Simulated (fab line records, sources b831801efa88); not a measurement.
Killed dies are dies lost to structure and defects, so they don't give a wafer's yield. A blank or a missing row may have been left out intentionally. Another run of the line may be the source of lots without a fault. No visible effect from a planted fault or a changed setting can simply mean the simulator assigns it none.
Shared-tool check	flow sky130	Sample size 11 lots and 33 wafers

## WHAT PROMPTED THE OPENING
2 of 11 lots carry a flag on the reading SD_N_RS at SKY_SD_N_RS_MEAS_16. No-fault wafers: 68.57 ohm/sq, standard deviation 0.1.
Rule: a lot gets a flag if all its wafers with a number sit over 4 standard deviations from that mean, or if no wafer of it has a number. As for the other lots, they are considered sound.

lot	measured	on	SD_N_RS (ohm/sq), wafer by wafer	flag
L549	day 27 23:15	filmMetro-04	68.56 68.56 68.52	
L553	day 29 17:07	filmMetro-04	68.45 68.61 68.40	
L554	day 30 00:56	filmMetro-03	68.69 68.65 68.54	
L556	day 30 07:14	filmMetro-02	66.26 66.20 66.24	FLAGGED
L557	day 30 13:19	filmMetro-02	66.18 66.04 66.14	FLAGGED
L564	day 32 20:00	filmMetro-04	68.75 68.69 68.59	
L566	day 33 10:21	filmMetro-03	68.51 68.54 68.65	
L567	day 33 22:46	filmMetro-03	68.29 68.44 68.38	
L568	day 34 06:08	filmMetro-02	68.62 68.58 68.73	
L571	day 34 23:19	filmMetro-04	68.31 68.59 68.63	
L572	day 35 07:26	filmMetro-02	68.47 68.50 68.64	
On average the flagged lots' numbers are 66.18 ohm/sq, which is -2.39 ohm/sq against the usual, or -24 standard deviations.

## TOOL THAT RAN EACH LOT
The record holds 3 process steps before the reading, out of a route of 708 steps. Each cell gives the tool, then ch followed by the chambers the sampled wafers passed through, then the start.
lot	flag	SKY_POLY_CUT_ETCH_10	SKY_SD_N_IMPLANT_09	SKY_SD_N_STRIP_11
L549		rieDiel-04 ch 0,1,2, day 24 06:08	implanter-02 ch 0, day 27 22:34	plasmaAsher-04 ch 0,1, day 27 22:52
L553		rieDiel-02 ch 0,1,3, day 26 00:11	implanter-03 ch 0, day 29 16:23	plasmaAsher-01 ch 0,1, day 29 16:41
L554		rieDiel-02 ch 0,1,2, day 26 09:31	implanter-03 ch 0, day 30 00:16	plasmaAsher-01 ch 0,1, day 30 00:33
L556	FLAGGED	rieDiel-02 ch 0,1, day 26 16:26	implanter-03 ch 0, day 30 06:31	plasmaAsher-04 ch 0,1, day 30 06:47
L557	FLAGGED	rieDiel-02 ch 1,2,3, day 26 23:05	implanter-03 ch 0, day 30 12:36	plasmaAsher-02 ch 0,1, day 30 12:52
L564		rieDiel-04 ch 1,2,3, day 29 07:35	implanter-02 ch 0, day 32 19:16	plasmaAsher-02 ch 0,1, day 32 19:34
L566		rieDiel-01 ch 1,2, day 29 22:44	implanter-03 ch 0, day 33 09:41	plasmaAsher-02 ch 0,1, day 33 09:58
L567		rieDiel-02 ch 0,1,3, day 30 11:38	implanter-02 ch 0, day 33 22:05	plasmaAsher-04 ch 0,1, day 33 22:23
L568		rieDiel-02 ch 0,1,2, day 30 19:08	implanter-03 ch 0, day 34 05:28	plasmaAsher-02 ch 0,1, day 34 05:45
L571		rieDiel-01 ch 0,1, day 31 13:40	implanter-03 ch 0, day 34 22:38	plasmaAsher-02 ch 0,1, day 34 22:56
L572		rieDiel-04 ch 0,2,3, day 31 21:32	implanter-04 ch 0, day 35 06:45	plasmaAsher-01 ch 0,1, day 35 07:03
What these steps do:
- SKY_POLY_CUT_ETCH_10: etches BARC in N2/H2, stops on SiO2, time 45.9 s, target depth 60 nm.
- SKY_SD_N_IMPLANT_09
- SKY_SD_N_STRIP_11: strips in O2/N2.
- SKY_SD_N_RS_MEAS_16: measures by four-point-probe.

## FLAGGED OVER TOTAL, TOOL BY TOOL (the gauges that took the reading come last)
step	tool	lots run	flagged	share of the flagged lots	sound lots run after its first flagged lot
SKY_POLY_CUT_ETCH_10	rieDiel-01	2	0	none	-
SKY_POLY_CUT_ETCH_10	rieDiel-02	6	2	all	2 (L567,L568)
SKY_POLY_CUT_ETCH_10	rieDiel-04	3	0	none	-
SKY_SD_N_IMPLANT_09	implanter-02	3	0	none	-
SKY_SD_N_IMPLANT_09	implanter-03	7	2	all	3 (L566,L568,L571)
SKY_SD_N_IMPLANT_09	implanter-04	1	0	none	-
SKY_SD_N_STRIP_11	plasmaAsher-01	3	0	none	-
SKY_SD_N_STRIP_11	plasmaAsher-02	5	1	some	4 (L564,L566,L568,L571)
SKY_SD_N_STRIP_11	plasmaAsher-04	3	1	some	1 (L567)
SKY_SD_N_RS_MEAS_16	filmMetro-02	4	2	all	2 (L568,L572)
SKY_SD_N_RS_MEAS_16	filmMetro-03	3	0	none	-
SKY_SD_N_RS_MEAS_16	filmMetro-04	4	0	none	-

## WHAT IS ALLOWED BY THE TABLE
Every flagged lot was run by 3 rows of the table: rieDiel-02 at SKY_POLY_CUT_ETCH_10, implanter-03 at SKY_SD_N_IMPLANT_09 and filmMetro-02 at SKY_SD_N_RS_MEAS_16.
- rieDiel-02 at SKY_POLY_CUT_ETCH_10: 2 of its 6 lots flagged. Sound lots ran on it after the first flagged one (L567, L568), which a lasting fault on the whole tool wouldn't allow.
- implanter-03 at SKY_SD_N_IMPLANT_09: 2 of its 7 lots flagged. Sound lots ran on it after the first flagged one (L566, L568, L571), which a lasting fault on the whole tool wouldn't allow. Its own readings (beamEnergyKeV) fall more than 4 standard deviations out on all wafers of the flagged lots.
- filmMetro-02 at SKY_SD_N_RS_MEAS_16: 2 of its 4 lots flagged. Sound lots ran on it after the first flagged one (L568, L572), which a lasting fault on the whole tool wouldn't allow.
Every row of the table either missed a flagged lot or ran a sound lot after the first.

## WHAT THE SIMULATOR PUT IN
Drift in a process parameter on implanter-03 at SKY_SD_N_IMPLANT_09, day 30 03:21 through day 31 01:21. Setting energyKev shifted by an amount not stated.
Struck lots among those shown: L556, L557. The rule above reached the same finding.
